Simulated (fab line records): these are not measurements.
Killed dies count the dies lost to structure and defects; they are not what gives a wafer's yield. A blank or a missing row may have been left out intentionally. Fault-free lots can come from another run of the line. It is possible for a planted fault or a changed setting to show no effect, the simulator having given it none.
fab line records + flow sky130 + part 2 of 2: steps 22 to 31 of 31
[record]
- lots = 5
- wafers = 15
- last_day = 49
route steps=708 shown LI_CONTACT@382 LOCAL_INTERCONNECT@387 CONTACT@406
lots that met no fault: taken from a fault-free run of the same line
start_h: hours from the record's first day to the start of the lot's first wafer shown + wait_h: hours elapsed since this lot's preceding step + " unchanged from the row above + L1.1+2: one row covering several wafers at once + - no value, or no start given + * or withheld: withheld + < > ~ a bound
route shown NAME@n: a module of which the file shows steps, and the number in the route of the first + usual: mean/standard deviation taken from wafers without a fault + same: alike in all rows + chamber/n: place in a boat + sites: the reading at each site + _std_site: the values' standard deviation + _edge_site: inner sites' mean taken away from outer sites' mean + radius_mm: how far each site lies from the wafer's centre + mask NAME#n: copy n + behind: the most recent tool/chamber to have shaped the wafer + hold: the reason the lot was held/the length of the hold in hours/how it ended + device: which transistor (n, p or np) failed to switch + end of line: the tests these same wafers got at the end of their route + a step with no rows: only its recipe + killed: count of dies lost to structure and defects at first sort (not the wafer's yield) + map: a wafer's dies, x killed, . not, _ none there
set.NAME: the setting that was run; set.NAME@STEP: the one run at that earlier step + model.NAME: the simulator's own value behind a step, which no gauge read
lots at some steps of the route; a table a step, a row a wafer
services: when a tool's chamber went out of use (start_h, in hours from the record's first day, below 0 if earlier), for how many hours, and the reason
[[steps]]
[step SKY_LOCAL_INTERCONNECT_STRIP_16]
[recipe]
- chemistry = post_etch_residue_remover
- time_s = 1200
- temp_c = 72.5
[usual]
- bath_heat_duty_pct = 16.1/1.9
[same]
- time_s = 1200
| lot.wafer | tool         | chamber | start_h | wait_h | bath_heat_duty_pct |
|-----------|--------------|---------|---------|--------|--------------------|
| L075.1    | wet_bench-02 | 1       | 710.77  | 0.1    | 16.4               |
| L075.3    | "            | 1       | "       | "      | 17.9               |
| L075.6    | "            | 1       | "       | "      | 18.0               |
| L076.2    | wet_bench-02 | 1       | 713.09  | 0.1    | 17.6               |
| L076.4    | "            | 1       | "       | "      | 17.5               |
| L076.6    | "            | 1       | "       | "      | 18.0               |
| L078.1    | wet_bench-01 | 2       | 730.01  | 0.1    | 16.3               |
| L078.4    | "            | 2       | "       | "      | 16.3               |
| L078.5    | "            | 2       | "       | "      | 16.4               |
| L082.1    | wet_bench-03 | 0       | 784.92  | 0.1    | 12.9               |
| L082.3    | "            | 0       | "       | "      | 13.9               |
| L082.6    | "            | 0       | "       | "      | 12.1               |
| L095.1    | wet_bench-02 | 0       | 857.09  | 0.1    | 16.0               |
| L095.3    | "            | 0       | "       | "      | 13.8               |
| L095.6    | "            | 0       | "       | "      | 14.9               |
[step SKY_LOCAL_INTERCONNECT_CLEAN_17]
[recipe]
- chemistry = IPA
- time_s = 180
- temp_c = 25
[usual]
- bath_heat_duty_pct = 6.4/0.81
[same]
- time_s = 180
| lot.wafer | tool         | chamber | start_h | wait_h | bath_heat_duty_pct |
|-----------|--------------|---------|---------|--------|--------------------|
| L075.1    | wet_bench-01 | 2       | 711.11  | 0.0    | 7.1                |
| L075.3    | "            | 2       | "       | "      | 6.6                |
| L075.6    | "            | 2       | "       | "      | 7.5                |
| L076.2    | wet_bench-01 | 2       | 713.43  | 0.0    | 7.0                |
| L076.4    | "            | 2       | "       | "      | 8.4                |
| L076.6    | "            | 2       | "       | "      | 6.5                |
| L078.1    | wet_bench-03 | 3       | 730.38  | 0.0    | 6.8                |
| L078.4    | "            | 3       | "       | "      | 5.7                |
| L078.5    | "            | 3       | "       | "      | 7.0                |
| L082.1    | wet_bench-02 | 2       | 785.26  | 0.0    | 5.4                |
| L082.3    | "            | 2       | "       | "      | 5.7                |
| L082.6    | "            | 2       | "       | "      | 5.3                |
| L095.1    | wet_bench-01 | 3       | 857.46  | 0.0    | 5.7                |
| L095.3    | "            | 3       | "       | "      | 5.0                |
| L095.6    | "            | 3       | "       | "      | 4.9                |
[step SKY_LOCAL_INTERCONNECT_CLEAN_18]
[recipe]
- chemistry = O3/DIW
- dry = n2_spin
| lot.wafer  | tool         | chamber | start_h | wait_h |
|------------|--------------|---------|---------|--------|
| L075.1+3+6 | wet_bench-02 | 0       | 711.17  | 0.0    |
| L076.2+4+6 | wet_bench-03 | 1       | 713.49  | 0.0    |
| L078.1+4+5 | wet_bench-02 | 0       | 730.44  | 0.0    |
| L082.1+3+6 | wet_bench-01 | 3       | 785.33  | 0.0    |
| L095.1+3+6 | wet_bench-03 | 2       | 857.52  | 0.0    |
[step SKY_CONTACT_CVD_00]
[recipe]
- material = Si3N4
- target_thk_nm = 75
- temp_c = 400
- time_s = withheld
- rf_w = 450
[usual]
- heater_power_outer_w = 425/80
- heater_power_w = 724/97
- rf_fwd_power_W = 443.3/2.4
| lot.wafer | tool     | chamber | start_h | wait_h | heater_power_outer_w | heater_power_w | rf_fwd_power_W |
|-----------|----------|---------|---------|--------|----------------------|----------------|----------------|
| L075.1    | pecvd-01 | 1       | 711.26  | 0.0    | 528                  | 839            | 443.7          |
| L075.3    | "        | 2       | "       | "      | 421                  | 694            | 444.3          |
| L075.6    | "        | 2       | "       | "      | 430                  | 699            | 446.8          |
| L076.2    | pecvd-03 | 1       | 713.58  | 0.0    | 259                  | 554            | 443.2          |
| L076.4    | "        | 1       | "       | "      | 266                  | 567            | 442.6          |
| L076.6    | "        | 0       | "       | "      | 489                  | 848            | 442.5          |
| L078.1    | pecvd-03 | 0       | 730.53  | 0.0    | 470                  | 805            | 443.9          |
| L078.4    | "        | 1       | "       | "      | 360                  | 696            | 440.9          |
| L078.5    | "        | 0       | "       | "      | 485                  | 805            | 446.8          |
| L082.1    | pecvd-02 | 1       | 785.42  | 0.0    | 532                  | 874            | 438.3          |
| L082.3    | "        | 0       | "       | "      | 291                  | 537            | 444.0          |
| L082.6    | "        | 2       | "       | "      | 490                  | 781            | 441.4          |
| L095.1    | pecvd-01 | 0       | 857.61  | 0.0    | 478                  | 716            | 440.5          |
| L095.3    | "        | 2       | "       | "      | 395                  | 663            | 445.9          |
| L095.6    | "        | 0       | "       | "      | 474                  | 723            | 440.2          |
[step SKY_CONTACT_THK_MEAS_01]
[recipe]
- reads = Si3N4_of_CONTACT_CVD_00
[usual]
- CONTACT_CVD_00_THK = 75.2/1
| lot.wafer | tool          | chamber | start_h | wait_h | CONTACT_CVD_00_THK[nm] |
|-----------|---------------|---------|---------|--------|------------------------|
| L075.1    | film_metro-04 | -       | 711.30  | -      | 74.4                   |
| L075.3    | "             | -       | "       | "      | 74.9                   |
| L075.6    | "             | -       | "       | "      | 76.1                   |
| L076.2    | film_metro-04 | -       | 713.64  | -      | 73.2                   |
| L076.4    | "             | -       | "       | "      | 75.0                   |
| L076.6    | "             | -       | "       | "      | 75.7                   |
| L078.1    | film_metro-03 | -       | 730.57  | -      | 74.6                   |
| L078.4    | "             | -       | "       | "      | 75.8                   |
| L078.5    | "             | -       | "       | "      | 76.5                   |
| L082.1    | film_metro-04 | -       | 785.45  | -      | 73.9                   |
| L082.3    | "             | -       | "       | "      | 73.9                   |
| L082.6    | "             | -       | "       | "      | 77.3                   |
| L095.1    | film_metro-04 | -       | 857.65  | -      | 75.3                   |
| L095.3    | "             | -       | "       | "      | 75.9                   |
| L095.6    | "             | -       | "       | "      | 76.5                   |
[step SKY_CONTACT_HDPCVD_02]
[recipe]
- material = SiO2
- target_thk_nm = 565
- sigma_open_frac = 0.3
- time_s = 94.2
- temp_c = 600
- sih4_flow_sccm = 60
- pressure_mtorr = 6
[usual]
- pressure_mtorr = 6.001/0.013
[same]
- time_s = 94.2
| lot.wafer | tool      | chamber | start_h | wait_h | pressure_mtorr |
|-----------|-----------|---------|---------|--------|----------------|
| L075.1    | hdpcvd-02 | 2       | 711.36  | 0.1    | 6.007          |
| L075.3    | "         | 1       | "       | "      | 5.995          |
| L075.6    | "         | 0       | "       | "      | 5.980          |
| L076.2    | hdpcvd-02 | 1       | 713.69  | 0.0    | 5.996          |
| L076.4    | "         | 0       | "       | "      | 5.985          |
| L076.6    | "         | 1       | "       | "      | 5.990          |
| L078.1    | hdpcvd-02 | 0       | 730.63  | 0.1    | 6.008          |
| L078.4    | "         | 0       | "       | "      | 6.002          |
| L078.5    | "         | 1       | "       | "      | 5.998          |
| L082.1    | hdpcvd-01 | 0       | 785.51  | 0.1    | 5.990          |
| L082.3    | "         | 2       | "       | "      | 5.985          |
| L082.6    | "         | 2       | "       | "      | 5.984          |
| L095.1    | hdpcvd-01 | 1       | 857.71  | 0.1    | 5.987          |
| L095.3    | "         | 2       | "       | "      | 6.001          |
| L095.6    | "         | 0       | "       | "      | 6.014          |
[step SKY_CONTACT_THK_MEAS_03]
[recipe]
- reads = SiO2_of_CONTACT_HDPCVD_02
[usual]
- CONTACT_HDPCVD_THK = 566/5.6
| lot.wafer | tool          | chamber | start_h | wait_h | CONTACT_HDPCVD_THK[nm] |
|-----------|---------------|---------|---------|--------|------------------------|
| L075.1    | film_metro-02 | -       | 711.42  | 0.0    | 570                    |
| L075.3    | "             | -       | "       | "      | 561                    |
| L075.6    | "             | -       | "       | "      | 564                    |
| L076.2    | film_metro-02 | -       | 713.77  | 0.0    | 559                    |
| L076.4    | "             | -       | "       | "      | 555                    |
| L076.6    | "             | -       | "       | "      | 558                    |
| L078.1    | film_metro-02 | -       | 730.70  | 0.0    | 560                    |
| L078.4    | "             | -       | "       | "      | 559                    |
| L078.5    | "             | -       | "       | "      | 566                    |
| L082.1    | film_metro-02 | -       | 785.58  | 0.0    | 564                    |
| L082.3    | "             | -       | "       | "      | 565                    |
| L082.6    | "             | -       | "       | "      | 555                    |
| L095.1    | film_metro-02 | -       | 857.78  | 0.0    | 571                    |
| L095.3    | "             | -       | "       | "      | 571                    |
| L095.6    | "             | -       | "       | "      | 563                    |
[step SKY_CONTACT_CMP_04]
[recipe]
- material = SiO2
- down_force_psi = 4
- platen_rpm = 60
- pad_velocity_m_s = 0.94248
[usual]
- motor_current_A = 12.0/1.5
- time_to_endpoint_s = 85/3.7
| lot.wafer | tool   | chamber | start_h | wait_h | motor_current_A | time_to_endpoint_s |
|-----------|--------|---------|---------|--------|-----------------|--------------------|
| L075.3    | cmp-02 | 0       | 711.48  | 0.0    | 13.5            | 86                 |
| L075.1    | "      | 2       | "       | "      | 9.7             | 86                 |
| L075.6    | "      | 0       | "       | "      | 13.4            | 86                 |
| L076.2    | cmp-01 | 2       | 713.82  | 0.0    | 13.3            | 82                 |
| L076.4    | "      | 3       | "       | "      | 10.4            | 81                 |
| L076.6    | "      | 2       | "       | "      | 12.7            | 81                 |
| L078.1    | cmp-01 | 3       | 730.81  | 0.1    | 10.1            | 83                 |
| L078.4    | "      | 1       | "       | "      | 11.7            | 84                 |
| L078.5    | "      | 2       | "       | "      | 13.3            | 83                 |
| L082.3    | cmp-02 | 0       | 785.64  | 0.0    | 12.7            | 87                 |
| L082.1    | "      | 1       | "       | "      | 11.7            | 80                 |
| L082.6    | "      | 1       | "       | "      | 12.2            | 79                 |
| L095.1    | cmp-01 | 2       | 857.84  | 0.1    | 13.0            | 90                 |
| L095.3    | "      | 0       | "       | "      | 15.2            | 91                 |
| L095.6    | "      | 3       | "       | "      | 10.4            | 87                 |
[step SKY_CONTACT_BOW_MEAS_05]
[recipe]
- mode = bow
[usual]
- CONTACT_BOW = 83/6.9
| lot.wafer | tool          | chamber | start_h | wait_h | CONTACT_BOW[um] |
|-----------|---------------|---------|---------|--------|-----------------|
| L075.1    | film_metro-02 | -       | 711.78  | 0.1    | 80              |
| L075.3    | "             | -       | "       | "      | 83              |
| L075.6    | "             | -       | "       | "      | 98              |
| L076.2    | film_metro-03 | -       | 714.14  | 0.3    | 79              |
| L076.4    | "             | -       | "       | "      | 84              |
| L076.6    | "             | -       | "       | "      | 69              |
| L078.1    | film_metro-02 | -       | 731.06  | 0.2    | 85              |
| L078.4    | "             | -       | "       | "      | 86              |
| L078.5    | "             | -       | "       | "      | 84              |
| L082.1    | film_metro-02 | -       | 785.94  | 0.2    | 75              |
| L082.3    | "             | -       | "       | "      | 80              |
| L082.6    | "             | -       | "       | "      | 76              |
| L095.1    | film_metro-04 | -       | 858.14  | 0.2    | 61              |
| L095.3    | "             | -       | "       | "      | 84              |
| L095.6    | "             | -       | "       | "      | 82              |
[step SKY_CONTACT_DEHYDRATE_06]
[recipe]
- temp_c = 200
- time_s = 60
[usual]
- chill_plate_temp_C = 23.01/0.1
- heater_power_total_W = 160.38/0.12
[same]
- time_s = 60
| lot.wafer | tool           | chamber | start_h | wait_h | chill_plate_temp_C | heater_power_total_W |
|-----------|----------------|---------|---------|--------|--------------------|----------------------|
| L075.1    | litho_track-03 | 0       | 724.59  | 12.8   | 22.96              | 160.60               |
| L075.3    | "              | 0       | "       | "      | 23.13              | 160.45               |
| L075.6    | "              | 0       | "       | "      | 22.99              | 160.33               |
| L076.2    | litho_track-03 | 0       | 727.56  | 13.4   | 22.97              | 160.40               |
| L076.4    | "              | 0       | "       | "      | 22.91              | 160.34               |
| L076.6    | "              | 0       | "       | "      | 23.06              | 160.52               |
| L078.1    | litho_track-03 | 0       | 744.14  | 13.1   | 22.82              | 160.25               |
| L078.4    | "              | 0       | "       | "      | 22.65              | 160.44               |
| L078.5    | "              | 0       | "       | "      | 23.11              | 160.35               |
| L082.1    | litho_track-02 | 0       | 798.75  | 12.8   | 22.96              | 160.12               |
| L082.3    | "              | 0       | "       | "      | 23.05              | 160.49               |
| L082.6    | "              | 0       | "       | "      | 22.91              | 160.44               |
| L095.1    | litho_track-01 | 0       | 870.93  | 12.8   | 22.97              | 160.22               |
| L095.3    | "              | 0       | "       | "      | 22.82              | 160.49               |
| L095.6    | "              | 0       | "       | "      | 22.83              | 160.34               |
[[services]]
| tool            | chamber | start_h | hours | kind   |
|-----------------|---------|---------|-------|--------|
| cmp-01          | -       | 662.79  | 0.7   | repair |
| krf_scanner-01  | -       | 672.89  | 4.4   | pm     |
| plasma_asher-04 | -       | 677.54  | 28.1  | pm     |
| krf_scanner-01  | -       | 693.40  | 0.9   | repair |
| cmp-01          | -       | 698.30  | 1.7   | repair |
| rie_metal-01    | 0       | 712.54  | 18.2  | repair |
| rie_metal-01    | 1       | 716.74  | 4.4   | repair |
| cmp-01          | -       | 717.35  | 1.3   | repair |
| cmp-02          | -       | 729.93  | 1.0   | repair |
| cmp-01          | -       | 744.00  | 4.0   | pm     |
| krf_scanner-01  | -       | 751.35  | 0.8   | pm     |
| krf_scanner-01  | -       | 762.94  | 1.1   | repair |
| krf_scanner-01  | -       | 780.06  | 21.0  | pm     |
| cmp-02          | -       | 796.46  | 1.3   | repair |
| cmp-02          | -       | 797.64  | 0.9   | repair |
| krf_scanner-01  | -       | 801.06  | 1.0   | pm     |
| wet_bench-03    | -       | 802.54  | 0.5   | repair |
| krf_scanner-01  | -       | 819.76  | 1.3   | pm     |
| pvd_sputter-03  | -       | 830.50  | 0.8   | repair |
| cmp-01          | -       | 833.52  | 9.6   | repair |
| rie_metal-01    | 1       | 839.44  | 32.8  | repair |
| rie_metal-03    | 0       | 841.50  | 3.7   | repair |
| rie_metal-03    | -       | 843.18  | 2.8   | pm     |
| pvd_sputter-03  | -       | 855.03  | 1.9   | repair |
